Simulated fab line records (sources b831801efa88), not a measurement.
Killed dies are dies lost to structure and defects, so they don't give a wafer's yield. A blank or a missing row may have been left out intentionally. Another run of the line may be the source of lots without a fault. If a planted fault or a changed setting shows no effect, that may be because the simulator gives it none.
What tool caused it? || flow sky130 || Sampling: 24 lots, 72 wafers, 6 of 708 route steps

WHAT THE GAUGES READ, wafer by wafer
SKY_VT_ADJUST_HVTP_CD_MEAS_07: the cd target is 380 nm.
{"lot": "L074", "measured": "day 6 03:16", "on": "cdSem-02", "cdNm (nm)": "374.2 375.4 374.1"}
{"lot": "L075", "measured": "day 6 05:28", "on": "cdSem-02", "cdNm (nm)": "378.3 380.2 380.6"}
{"lot": "L076", "measured": "day 6 13:02", "on": "cdSem-02", "cdNm (nm)": "377.6 378.7 383.1"}
{"lot": "L077", "measured": "day 6 17:59", "on": "cdSem-02", "cdNm (nm)": "379.3 378.1 376.2"}
{"lot": "L078", "measured": "day 7 03:40", "on": "cdSem-02", "cdNm (nm)": "379.7 382.2 384.2"}
{"lot": "L079", "measured": "day 7 10:55", "on": "cdSem-02", "cdNm (nm)": "380.9 379.7 383.9"}
{"lot": "L080", "measured": "day 7 16:23", "on": "cdSem-02", "cdNm (nm)": "377.4 381.0 379.5"}
{"lot": "L082", "measured": "day 8 03:19", "on": "cdSem-02", "cdNm (nm)": "380.8 380.5 377.9"}
{"lot": "L081", "measured": "day 8 04:28", "on": "cdSem-02", "cdNm (nm)": "382.6 383.7 383.6"}
{"lot": "L083", "measured": "day 8 09:11", "on": "cdSem-02", "cdNm (nm)": "376.9 378.0 377.2"}
{"lot": "L084", "measured": "day 8 11:52", "on": "cdSem-01", "cdNm (nm)": "380.3 378.4 380.4"}
{"lot": "L085", "measured": "day 8 20:26", "on": "cdSem-01", "cdNm (nm)": "377.8 380.9 380.2"}
{"lot": "L086", "measured": "day 9 02:47", "on": "cdSem-02", "cdNm (nm)": "384.4 381.6 379.9"}
{"lot": "L087", "measured": "day 9 23:55", "on": "cdSem-02", "cdNm (nm)": "380.1 382.6 381.3"}
{"lot": "L088", "measured": "day 10 00:15", "on": "cdSem-01", "cdNm (nm)": "379.4 380.9 380.0"}
{"lot": "L089", "measured": "day 10 06:52", "on": "cdSem-02", "cdNm (nm)": "381.1 381.1 381.3"}
{"lot": "L090", "measured": "day 10 09:27", "on": "cdSem-02", "cdNm (nm)": "382.5 383.1 381.5"}
{"lot": "L091", "measured": "day 10 15:01", "on": "cdSem-02", "cdNm (nm)": "377.2 378.3 377.2"}
{"lot": "L092", "measured": "day 10 18:44", "on": "cdSem-01", "cdNm (nm)": "384.5 383.7 382.7"}
{"lot": "L093", "measured": "day 10 23:47", "on": "cdSem-01", "cdNm (nm)": "378.0 377.5 378.4"}
{"lot": "L094", "measured": "day 11 09:07", "on": "cdSem-01", "cdNm (nm)": "380.1 378.8 378.9"}
{"lot": "L095", "measured": "day 11 14:56", "on": "cdSem-02", "cdNm (nm)": "382.3 383.5 381.9"}
{"lot": "L096", "measured": "day 12 01:01", "on": "cdSem-02", "cdNm (nm)": "381.0 381.0 383.1"}
{"lot": "L097", "measured": "day 12 04:10", "on": "cdSem-01", "cdNm (nm)": "378.6 379.3 378.7"}

SKY_SONOS_ONO_THK_MEAS_03.
{"lot": "L074", "measured": "day 11 12:08", "on": "filmMetro-04", "SONOS_ONO_CVD_02_THK (nm)": "10.43 10.67 10.54"}
{"lot": "L075", "measured": "day 11 18:23", "on": "filmMetro-03", "SONOS_ONO_CVD_02_THK (nm)": "10.30 10.41 10.49"}
{"lot": "L076", "measured": "day 12 01:45", "on": "filmMetro-03", "SONOS_ONO_CVD_02_THK (nm)": "10.32 10.31 10.22"}
{"lot": "L077", "measured": "day 12 08:40", "on": "filmMetro-04", "SONOS_ONO_CVD_02_THK (nm)": "10.44 10.44 10.42"}
{"lot": "L078", "measured": "day 13 01:52", "on": "filmMetro-03", "SONOS_ONO_CVD_02_THK (nm)": "10.70 10.73 10.69"}
{"lot": "L079", "measured": "day 13 08:47", "on": "filmMetro-04", "SONOS_ONO_CVD_02_THK (nm)": "10.27 10.43 10.26"}
{"lot": "L080", "measured": "day 13 13:12", "on": "filmMetro-03", "SONOS_ONO_CVD_02_THK (nm)": "10.60 10.76 10.66"}
{"lot": "L082", "measured": "day 14 03:55", "on": "filmMetro-04", "SONOS_ONO_CVD_02_THK (nm)": "10.62 10.62 10.55"}
{"lot": "L081", "measured": "day 14 03:55", "on": "filmMetro-03", "SONOS_ONO_CVD_02_THK (nm)": "10.69 10.60 10.57"}
{"lot": "L083", "measured": "day 14 12:32", "on": "filmMetro-03", "SONOS_ONO_CVD_02_THK (nm)": "10.56 10.67 10.77"}
{"lot": "L084", "measured": "day 14 14:56", "on": "filmMetro-03", "SONOS_ONO_CVD_02_THK (nm)": "10.45 10.53 10.45"}
{"lot": "L085", "measured": "day 15 01:06", "on": "filmMetro-04", "SONOS_ONO_CVD_02_THK (nm)": "10.19 10.35 10.28"}
{"lot": "L086", "measured": "day 15 11:06", "on": "filmMetro-03", "SONOS_ONO_CVD_02_THK (nm)": "10.65 10.44 10.46"}
{"lot": "L087", "measured": "day 16 11:17", "on": "filmMetro-04", "SONOS_ONO_CVD_02_THK (nm)": "10.69 10.42 10.56"}
{"lot": "L088", "measured": "day 16 13:40", "on": "filmMetro-03", "SONOS_ONO_CVD_02_THK (nm)": "10.47 10.38 10.35"}
{"lot": "L089", "measured": "day 17 01:46", "on": "filmMetro-03", "SONOS_ONO_CVD_02_THK (nm)": "10.51 10.39 10.50"}
{"lot": "L090", "measured": "day 17 07:51", "on": "filmMetro-02", "SONOS_ONO_CVD_02_THK (nm)": "10.39 10.43 10.49"}
{"lot": "L091", "measured": "day 17 07:50", "on": "filmMetro-03", "SONOS_ONO_CVD_02_THK (nm)": "10.27 10.32 10.24"}
{"lot": "L092", "measured": "day 17 14:49", "on": "filmMetro-03", "SONOS_ONO_CVD_02_THK (nm)": "10.57 10.65 10.68"}
{"lot": "L093", "measured": "day 17 18:51", "on": "filmMetro-02", "SONOS_ONO_CVD_02_THK (nm)": "10.45 10.37 10.31"}
{"lot": "L094", "measured": "day 18 07:07", "on": "filmMetro-03", "SONOS_ONO_CVD_02_THK (nm)": "10.65 10.70 10.64"}
{"lot": "L095", "measured": "day 18 12:39", "on": "filmMetro-04", "SONOS_ONO_CVD_02_THK (nm)": "10.52 10.63 10.50"}
{"lot": "L096", "measured": "day 19 02:26", "on": "filmMetro-03", "SONOS_ONO_CVD_02_THK (nm)": "10.60 10.71 10.59"}
{"lot": "L097", "measured": "day 19 07:22", "on": "filmMetro-03", "SONOS_ONO_CVD_02_THK (nm)": "10.29 10.34 10.37"}

SKY_CONTACT_THK_MEAS_01.
{"lot": "L074", "measured": "day 30 04:16", "on": "filmMetro-04", "CONTACT_CVD_00_THK (nm)": "74.9 77.1 75.4"}
{"lot": "L075", "measured": "day 30 09:49", "on": "filmMetro-02", "CONTACT_CVD_00_THK (nm)": "75.5 75.8 75.9"}
{"lot": "L076", "measured": "day 31 00:07", "on": "filmMetro-02", "CONTACT_CVD_00_THK (nm)": "74.1 73.4 75.8"}
{"lot": "L077", "measured": "day 31 06:04", "on": "filmMetro-03", "CONTACT_CVD_00_THK (nm)": "73.8 75.4 74.8"}
{"lot": "L078", "measured": "day 32 01:05", "on": "filmMetro-02", "CONTACT_CVD_00_THK (nm)": "74.6 76.3 76.2"}
{"lot": "L079", "measured": "day 32 13:14", "on": "filmMetro-03", "CONTACT_CVD_00_THK (nm)": "74.4 74.7 75.3"}
{"lot": "L080", "measured": "day 32 16:50", "on": "filmMetro-03", "CONTACT_CVD_00_THK (nm)": "74.5 75.5 76.0"}
{"lot": "L082", "measured": "day 33 02:35", "on": "filmMetro-04", "CONTACT_CVD_00_THK (nm)": "74.5 76.6 75.2"}
{"lot": "L081", "measured": "day 33 03:31", "on": "filmMetro-03", "CONTACT_CVD_00_THK (nm)": "75.1 75.8 76.4"}
{"lot": "L083", "measured": "day 33 15:34", "on": "filmMetro-02", "CONTACT_CVD_00_THK (nm)": "75.7 76.4 77.5"}
{"lot": "L084", "measured": "day 33 13:22", "on": "filmMetro-02", "CONTACT_CVD_00_THK (nm)": "73.3 75.9 75.0"}
{"lot": "L085", "measured": "day 33 22:31", "on": "filmMetro-03", "CONTACT_CVD_00_THK (nm)": "73.4 74.1 74.3"}
{"lot": "L086", "measured": "day 34 06:15", "on": "filmMetro-02", "CONTACT_CVD_00_THK (nm)": "74.5 74.1 75.9"}
{"lot": "L087", "measured": "day 35 09:02", "on": "filmMetro-04", "CONTACT_CVD_00_THK (nm)": "72.8 74.1 75.0"}
{"lot": "L088", "measured": "day 35 08:10", "on": "filmMetro-04", "CONTACT_CVD_00_THK (nm)": "74.6 75.2 75.9"}
{"lot": "L089", "measured": "day 35 17:31", "on": "filmMetro-02", "CONTACT_CVD_00_THK (nm)": "73.9 75.1 75.1"}
{"lot": "L090", "measured": "day 35 23:02", "on": "filmMetro-04", "CONTACT_CVD_00_THK (nm)": "74.4 76.2 75.4"}
{"lot": "L091", "measured": "day 35 23:58", "on": "filmMetro-03", "CONTACT_CVD_00_THK (nm)": "74.8 74.5 77.3"}
{"lot": "L092", "measured": "day 36 07:13", "on": "filmMetro-04", "CONTACT_CVD_00_THK (nm)": "74.1 74.7 75.4"}
{"lot": "L093", "measured": "day 36 08:55", "on": "filmMetro-02", "CONTACT_CVD_00_THK (nm)": "75.0 74.8 76.4"}
{"lot": "L094", "measured": "day 36 19:14", "on": "filmMetro-04", "CONTACT_CVD_00_THK (nm)": "74.4 74.9 75.2"}
{"lot": "L095", "measured": "day 37 00:59", "on": "filmMetro-04", "CONTACT_CVD_00_THK (nm)": "75.3 77.3 76.7"}
{"lot": "L096", "measured": "day 37 18:29", "on": "filmMetro-03", "CONTACT_CVD_00_THK (nm)": "73.2 76.0 75.6"}
{"lot": "L097", "measured": "day 37 20:57", "on": "filmMetro-04", "CONTACT_CVD_00_THK (nm)": "73.4 73.4 75.2"}

SKY_VIA4_THK_MEAS_01.
{"lot": "L074", "measured": "day 41 15:52", "on": "filmMetro-02", "VIA4_HDPCVD_THK (nm)": "1759 1743 1757"}
{"lot": "L075", "measured": "day 41 19:26", "on": "filmMetro-03", "VIA4_HDPCVD_THK (nm)": "1722 1715 1738"}
{"lot": "L076", "measured": "day 42 07:32", "on": "filmMetro-04", "VIA4_HDPCVD_THK (nm)": "1761 1768 1756"}
{"lot": "L077", "measured": "day 42 15:00", "on": "filmMetro-04", "VIA4_HDPCVD_THK (nm)": "1761 1753 1758"}
{"lot": "L078", "measured": "day 43 05:41", "on": "filmMetro-04", "VIA4_HDPCVD_THK (nm)": "1753 1745 1725"}
{"lot": "L079", "measured": "day 43 18:55", "on": "filmMetro-04", "VIA4_HDPCVD_THK (nm)": "1743 1764 1714"}
{"lot": "L080", "measured": "day 43 19:33", "on": "filmMetro-02", "VIA4_HDPCVD_THK (nm)": "1763 1775 1789"}
{"lot": "L082", "measured": "day 44 03:23", "on": "filmMetro-02", "VIA4_HDPCVD_THK (nm)": "1769 1737 1768"}
{"lot": "L081", "measured": "day 44 04:28", "on": "filmMetro-02", "VIA4_HDPCVD_THK (nm)": "1754 1759 1762"}
{"lot": "L083", "measured": "day 44 11:17", "on": "filmMetro-04", "VIA4_HDPCVD_THK (nm)": "1755 1764 1747"}
{"lot": "L084", "measured": "day 44 10:56", "on": "filmMetro-04", "VIA4_HDPCVD_THK (nm)": "1715 1728 1727"}
{"lot": "L085", "measured": "day 44 18:31", "on": "filmMetro-03", "VIA4_HDPCVD_THK (nm)": "1738 1736 1728"}
{"lot": "L086", "measured": "day 45 02:38", "on": "filmMetro-03", "VIA4_HDPCVD_THK (nm)": "1753 1785 1751"}
{"lot": "L087", "measured": "day 45 23:34", "on": "filmMetro-02", "VIA4_HDPCVD_THK (nm)": "1744 1742 1757"}
{"lot": "L088", "measured": "day 46 00:18", "on": "filmMetro-03", "VIA4_HDPCVD_THK (nm)": "1744 1715 1741"}
{"lot": "L089", "measured": "day 46 06:50", "on": "filmMetro-03", "VIA4_HDPCVD_THK (nm)": "1753 1738 1763"}
{"lot": "L090", "measured": "day 46 10:20", "on": "filmMetro-04", "VIA4_HDPCVD_THK (nm)": "1758 1742 1740"}
{"lot": "L091", "measured": "day 46 11:02", "on": "filmMetro-03", "VIA4_HDPCVD_THK (nm)": "1748 1731 1737"}
{"lot": "L092", "measured": "day 46 17:14", "on": "filmMetro-02", "VIA4_HDPCVD_THK (nm)": "1770 1749 1731"}
{"lot": "L093", "measured": "day 46 21:02", "on": "filmMetro-04", "VIA4_HDPCVD_THK (nm)": "1752 1736 1740"}
{"lot": "L094", "measured": "day 47 04:05", "on": "filmMetro-03", "VIA4_HDPCVD_THK (nm)": "1754 1744 1767"}
{"lot": "L095", "measured": "day 47 05:41", "on": "filmMetro-04", "VIA4_HDPCVD_THK (nm)": "1733 1750 1731"}
{"lot": "L096", "measured": "day 47 20:35", "on": "filmMetro-04", "VIA4_HDPCVD_THK (nm)": "1737 1735 1722"}
{"lot": "L097", "measured": "day 48 01:10", "on": "filmMetro-04", "VIA4_HDPCVD_THK (nm)": "1761 1776 1778"}

EACH LOT AND THE TOOL THAT RAN IT (in order: tool; ch and the chambers of the sampled wafers; start)
{"lot": "L074", "SKY_FIELD_ISO_CMP_27": "cmp-01 ch 0,2,3, day 2 13:08", "SKY_METAL4_SPUTTER_03": "pvdSputter-03, day 39 12:13"}
{"lot": "L075", "SKY_FIELD_ISO_CMP_27": "cmp-01 ch 1,3, day 2 14:35", "SKY_METAL4_SPUTTER_03": "pvdSputter-03, day 39 16:11"}
{"lot": "L076", "SKY_FIELD_ISO_CMP_27": "cmp-02 ch 0,1,2, day 2 21:49", "SKY_METAL4_SPUTTER_03": "pvdSputter-01, day 40 04:00"}
{"lot": "L077", "SKY_FIELD_ISO_CMP_27": "cmp-01 ch 0,2,3, day 3 02:18", "SKY_METAL4_SPUTTER_03": "pvdSputter-02, day 40 12:46"}
{"lot": "L078", "SKY_FIELD_ISO_CMP_27": "cmp-02 ch 1,2,3, day 3 10:11", "SKY_METAL4_SPUTTER_03": "pvdSputter-02, day 41 04:11"}
{"lot": "L079", "SKY_FIELD_ISO_CMP_27": "cmp-01 ch 0,1,3, day 3 12:48", "SKY_METAL4_SPUTTER_03": "pvdSputter-01, day 41 19:04"}
{"lot": "L080", "SKY_FIELD_ISO_CMP_27": "cmp-01 ch 0,2,3, day 3 20:36", "SKY_METAL4_SPUTTER_03": "pvdSputter-02, day 41 19:22"}
{"lot": "L082", "SKY_FIELD_ISO_CMP_27": "cmp-02 ch 0,2,3, day 4 03:26", "SKY_METAL4_SPUTTER_03": "pvdSputter-01, day 42 03:37"}
{"lot": "L081", "SKY_FIELD_ISO_CMP_27": "cmp-01 ch 1,2,3, day 4 03:39", "SKY_METAL4_SPUTTER_03": "pvdSputter-02, day 42 04:31"}
{"lot": "L083", "SKY_FIELD_ISO_CMP_27": "cmp-01 ch 0,2,3, day 4 09:13", "SKY_METAL4_SPUTTER_03": "pvdSputter-03, day 42 12:34"}
{"lot": "L084", "SKY_FIELD_ISO_CMP_27": "cmp-02 ch 2,3, day 4 12:05", "SKY_METAL4_SPUTTER_03": "pvdSputter-03, day 42 11:21"}
{"lot": "L085", "SKY_FIELD_ISO_CMP_27": "cmp-02 ch 1,2,3, day 4 17:40", "SKY_METAL4_SPUTTER_03": "pvdSputter-01, day 42 19:40"}
{"lot": "L086", "SKY_FIELD_ISO_CMP_27": "cmp-02 ch 1,2,3, day 4 23:40", "SKY_METAL4_SPUTTER_03": "pvdSputter-02, day 43 04:03"}
{"lot": "L087", "SKY_FIELD_ISO_CMP_27": "cmp-02 ch 1,2, day 5 13:57", "SKY_METAL4_SPUTTER_03": "pvdSputter-01, day 44 02:04"}
{"lot": "L088", "SKY_FIELD_ISO_CMP_27": "cmp-02 ch 1,3, day 5 16:24", "SKY_METAL4_SPUTTER_03": "pvdSputter-01, day 44 02:43"}
{"lot": "L089", "SKY_FIELD_ISO_CMP_27": "cmp-02 ch 0,1,3, day 5 20:46", "SKY_METAL4_SPUTTER_03": "pvdSputter-01, day 44 10:28"}
{"lot": "L090", "SKY_FIELD_ISO_CMP_27": "cmp-02 ch 0,3, day 5 23:26", "SKY_METAL4_SPUTTER_03": "pvdSputter-02, day 44 14:18"}
{"lot": "L091", "SKY_FIELD_ISO_CMP_27": "cmp-02 ch 0,3, day 6 02:23", "SKY_METAL4_SPUTTER_03": "pvdSputter-02, day 44 14:52"}
{"lot": "L092", "SKY_FIELD_ISO_CMP_27": "cmp-02 ch 0,1,2, day 6 06:44", "SKY_METAL4_SPUTTER_03": "pvdSputter-03, day 44 22:37"}
{"lot": "L093", "SKY_FIELD_ISO_CMP_27": "cmp-01 ch 0,1,3, day 6 11:24", "SKY_METAL4_SPUTTER_03": "pvdSputter-03, day 45 01:01"}
{"lot": "L094", "SKY_FIELD_ISO_CMP_27": "cmp-01 ch 0,1,3, day 6 19:26", "SKY_METAL4_SPUTTER_03": "pvdSputter-02, day 45 09:19"}
{"lot": "L095", "SKY_FIELD_ISO_CMP_27": "cmp-02 ch 0,1,3, day 6 23:08", "SKY_METAL4_SPUTTER_03": "pvdSputter-03, day 45 10:35"}
{"lot": "L096", "SKY_FIELD_ISO_CMP_27": "cmp-01 ch 0,3, day 7 07:09", "SKY_METAL4_SPUTTER_03": "pvdSputter-02, day 46 02:52"}
{"lot": "L097", "SKY_FIELD_ISO_CMP_27": "cmp-01 ch 0,2,3, day 7 10:02", "SKY_METAL4_SPUTTER_03": "pvdSputter-03, day 46 07:28"}
- SKY_FIELD_ISO_CMP_27: polishes, stops on Si3N4, t overpolish 16 s, target thk 457.8 nm.
- SKY_METAL4_SPUTTER_03: material Ti, target thk 5 nm, time 3.3 s.

WHAT THE TOOLS THEMSELVES READ (means of the sampled wafers that have a number; where no wafer has one, the mark that the record gives instead)
SKY_FIELD_ISO_CMP_27.
{"lot": "L074", "tool": "cmp-01", "edgeZonePressureFrac": 1.000, "headPressurePsi (psi)": 4.009, "motorCurrentA (A)": 13.3, "overpolishRunS (s)": 15.997, "slurryFlowMlMin": 149.8, "timeToEndpointS (s)": 112}
{"lot": "L075", "tool": "cmp-01", "edgeZonePressureFrac": 1.000, "headPressurePsi (psi)": 4.002, "motorCurrentA (A)": 13.4, "overpolishRunS (s)": 16.001, "slurryFlowMlMin": 149.9, "timeToEndpointS (s)": 111}
{"lot": "L076", "tool": "cmp-02", "edgeZonePressureFrac": 1.001, "headPressurePsi (psi)": 3.989, "motorCurrentA (A)": 12.5, "overpolishRunS (s)": 16.009, "slurryFlowMlMin": 149.8, "timeToEndpointS (s)": 115}
{"lot": "L077", "tool": "cmp-01", "edgeZonePressureFrac": 1.002, "headPressurePsi (psi)": 3.999, "motorCurrentA (A)": 13.4, "overpolishRunS (s)": 15.998, "slurryFlowMlMin": 149.9, "timeToEndpointS (s)": 110}
{"lot": "L078", "tool": "cmp-02", "edgeZonePressureFrac": 0.999, "headPressurePsi (psi)": 3.994, "motorCurrentA (A)": 11.4, "overpolishRunS (s)": 16.003, "slurryFlowMlMin": 149.8, "timeToEndpointS (s)": 110}
{"lot": "L079", "tool": "cmp-01", "edgeZonePressureFrac": 1.001, "headPressurePsi (psi)": 4.003, "motorCurrentA (A)": 12.6, "overpolishRunS (s)": 15.996, "slurryFlowMlMin": 150.4, "timeToEndpointS (s)": 111}
{"lot": "L080", "tool": "cmp-01", "edgeZonePressureFrac": 0.994, "headPressurePsi (psi)": 3.999, "motorCurrentA (A)": 13.3, "overpolishRunS (s)": 15.999, "slurryFlowMlMin": 150.0, "timeToEndpointS (s)": 108}
{"lot": "L082", "tool": "cmp-02", "edgeZonePressureFrac": 0.999, "headPressurePsi (psi)": 3.995, "motorCurrentA (A)": 12.4, "overpolishRunS (s)": 16.001, "slurryFlowMlMin": 150.1, "timeToEndpointS (s)": 115}
{"lot": "L081", "tool": "cmp-01", "edgeZonePressureFrac": 0.998, "headPressurePsi (psi)": 3.995, "motorCurrentA (A)": 13.3, "overpolishRunS (s)": 16.005, "slurryFlowMlMin": 150.0, "timeToEndpointS (s)": 111}
{"lot": "L083", "tool": "cmp-01", "edgeZonePressureFrac": 1.000, "headPressurePsi (psi)": 4.003, "motorCurrentA (A)": 13.1, "overpolishRunS (s)": 16.005, "slurryFlowMlMin": 150.0, "timeToEndpointS (s)": 114}
{"lot": "L084", "tool": "cmp-02", "edgeZonePressureFrac": 1.005, "headPressurePsi (psi)": 4.000, "motorCurrentA (A)": 11.7, "overpolishRunS (s)": 16.005, "slurryFlowMlMin": 150.4, "timeToEndpointS (s)": 120}
{"lot": "L085", "tool": "cmp-02", "edgeZonePressureFrac": 1.003, "headPressurePsi (psi)": 4.002, "motorCurrentA (A)": 11.3, "overpolishRunS (s)": 15.997, "slurryFlowMlMin": 150.5, "timeToEndpointS (s)": 112}
{"lot": "L086", "tool": "cmp-02", "edgeZonePressureFrac": 1.001, "headPressurePsi (psi)": 3.998, "motorCurrentA (A)": 11.5, "overpolishRunS (s)": 16.001, "slurryFlowMlMin": 149.7, "timeToEndpointS (s)": 114}
{"lot": "L087", "tool": "cmp-02", "edgeZonePressureFrac": 1.002, "headPressurePsi (psi)": 4.000, "motorCurrentA (A)": 12.2, "overpolishRunS (s)": 15.999, "slurryFlowMlMin": 150.0, "timeToEndpointS (s)": 112}
{"lot": "L088", "tool": "cmp-02", "edgeZonePressureFrac": 1.001, "headPressurePsi (psi)": 3.991, "motorCurrentA (A)": 11.6, "overpolishRunS (s)": 16.000, "slurryFlowMlMin": 150.0, "timeToEndpointS (s)": 110}
{"lot": "L089", "tool": "cmp-02", "edgeZonePressureFrac": 0.999, "headPressurePsi (psi)": 4.003, "motorCurrentA (A)": 12.4, "overpolishRunS (s)": 16.005, "slurryFlowMlMin": 150.0, "timeToEndpointS (s)": 117}
{"lot": "L090", "tool": "cmp-02", "edgeZonePressureFrac": 1.002, "headPressurePsi (psi)": 3.998, "motorCurrentA (A)": 12.4, "overpolishRunS (s)": 16.007, "slurryFlowMlMin": 150.1, "timeToEndpointS (s)": 114}
{"lot": "L091", "tool": "cmp-02", "edgeZonePressureFrac": 0.995, "headPressurePsi (psi)": 3.996, "motorCurrentA (A)": 12.2, "overpolishRunS (s)": 16.006, "slurryFlowMlMin": 149.8, "timeToEndpointS (s)": 117}
{"lot": "L092", "tool": "cmp-02", "edgeZonePressureFrac": 1.001, "headPressurePsi (psi)": 3.999, "motorCurrentA (A)": 12.8, "overpolishRunS (s)": 15.989, "slurryFlowMlMin": 150.4, "timeToEndpointS (s)": 112}
{"lot": "L093", "tool": "cmp-01", "edgeZonePressureFrac": 1.002, "headPressurePsi (psi)": 4.006, "motorCurrentA (A)": 12.6, "overpolishRunS (s)": 15.994, "slurryFlowMlMin": 149.6, "timeToEndpointS (s)": 111}
{"lot": "L094", "tool": "cmp-01", "edgeZonePressureFrac": 0.996, "headPressurePsi (psi)": 4.008, "motorCurrentA (A)": 12.7, "overpolishRunS (s)": 16.014, "slurryFlowMlMin": 150.4, "timeToEndpointS (s)": 113}
{"lot": "L095", "tool": "cmp-02", "edgeZonePressureFrac": 0.997, "headPressurePsi (psi)": 4.004, "motorCurrentA (A)": 12.8, "overpolishRunS (s)": 16.003, "slurryFlowMlMin": 150.2, "timeToEndpointS (s)": 114}
{"lot": "L096", "tool": "cmp-01", "edgeZonePressureFrac": 0.999, "headPressurePsi (psi)": 3.988, "motorCurrentA (A)": 14.0, "overpolishRunS (s)": 15.995, "slurryFlowMlMin": 149.8, "timeToEndpointS (s)": 112}
{"lot": "L097", "tool": "cmp-01", "edgeZonePressureFrac": 1.001, "headPressurePsi (psi)": 3.994, "motorCurrentA (A)": 13.2, "overpolishRunS (s)": 15.998, "slurryFlowMlMin": 150.0, "timeToEndpointS (s)": 115}

SKY_METAL4_SPUTTER_03.
{"lot": "L074", "tool": "pvdSputter-03", "throttleValvePct (%)": 29.6}
{"lot": "L075", "tool": "pvdSputter-03", "throttleValvePct (%)": 29.6}
{"lot": "L076", "tool": "pvdSputter-01", "throttleValvePct (%)": 29.6}
{"lot": "L077", "tool": "pvdSputter-02", "throttleValvePct (%)": 30.5}
{"lot": "L078", "tool": "pvdSputter-02", "throttleValvePct (%)": 30.5}
{"lot": "L079", "tool": "pvdSputter-01", "throttleValvePct (%)": 29.6}
{"lot": "L080", "tool": "pvdSputter-02", "throttleValvePct (%)": 29.7}
{"lot": "L082", "tool": "pvdSputter-01", "throttleValvePct (%)": 29.8}
{"lot": "L081", "tool": "pvdSputter-02", "throttleValvePct (%)": 30.5}
{"lot": "L083", "tool": "pvdSputter-03", "throttleValvePct (%)": 30.2}
{"lot": "L084", "tool": "pvdSputter-03", "throttleValvePct (%)": 28.8}
{"lot": "L085", "tool": "pvdSputter-01", "throttleValvePct (%)": 29.9}
{"lot": "L086", "tool": "pvdSputter-02", "throttleValvePct (%)": 30.2}
{"lot": "L087", "tool": "pvdSputter-01", "throttleValvePct (%)": 29.0}
{"lot": "L088", "tool": "pvdSputter-01", "throttleValvePct (%)": 29.6}
{"lot": "L089", "tool": "pvdSputter-01", "throttleValvePct (%)": 29.5}
{"lot": "L090", "tool": "pvdSputter-02", "throttleValvePct (%)": 30.2}
{"lot": "L091", "tool": "pvdSputter-02", "throttleValvePct (%)": 30.4}
{"lot": "L092", "tool": "pvdSputter-03", "throttleValvePct (%)": 29.5}
{"lot": "L093", "tool": "pvdSputter-03", "throttleValvePct (%)": 29.6}
{"lot": "L094", "tool": "pvdSputter-02", "throttleValvePct (%)": 30.7}
{"lot": "L095", "tool": "pvdSputter-03", "throttleValvePct (%)": 29.7}
{"lot": "L096", "tool": "pvdSputter-02", "throttleValvePct (%)": 29.5}
{"lot": "L097", "tool": "pvdSputter-03", "throttleValvePct (%)": 30.3}

THE ANSWER, worked out from the rows above alone
Rule: what is usual is taken from the lots themselves. The widest of any qualifying gaps counts: lots, ordered by their means at a reading, are off when they make up no more than a third of the lots, leave a main group of 4 or more, and stand apart from it by 3 or more times the standard deviation of that group's means. A main group is skipped when, at the precision printed for the reading in the tables above, its means are all equal. Also off: a lot with no number at a reading for which 4 or more lots have one. The other lots that the step has rows for count as sound. After the gauges, taken in route order, come the tools' own readings; for these a lot's mean is taken, as printed above. At the first step where some lot is off, the reading lying furthest off is the one used; lots without a number count as furthest.
No lot is off at any reading shown: from this, nothing can be told.

WHAT HAD BEEN PUT IN BY THE SIMULATOR
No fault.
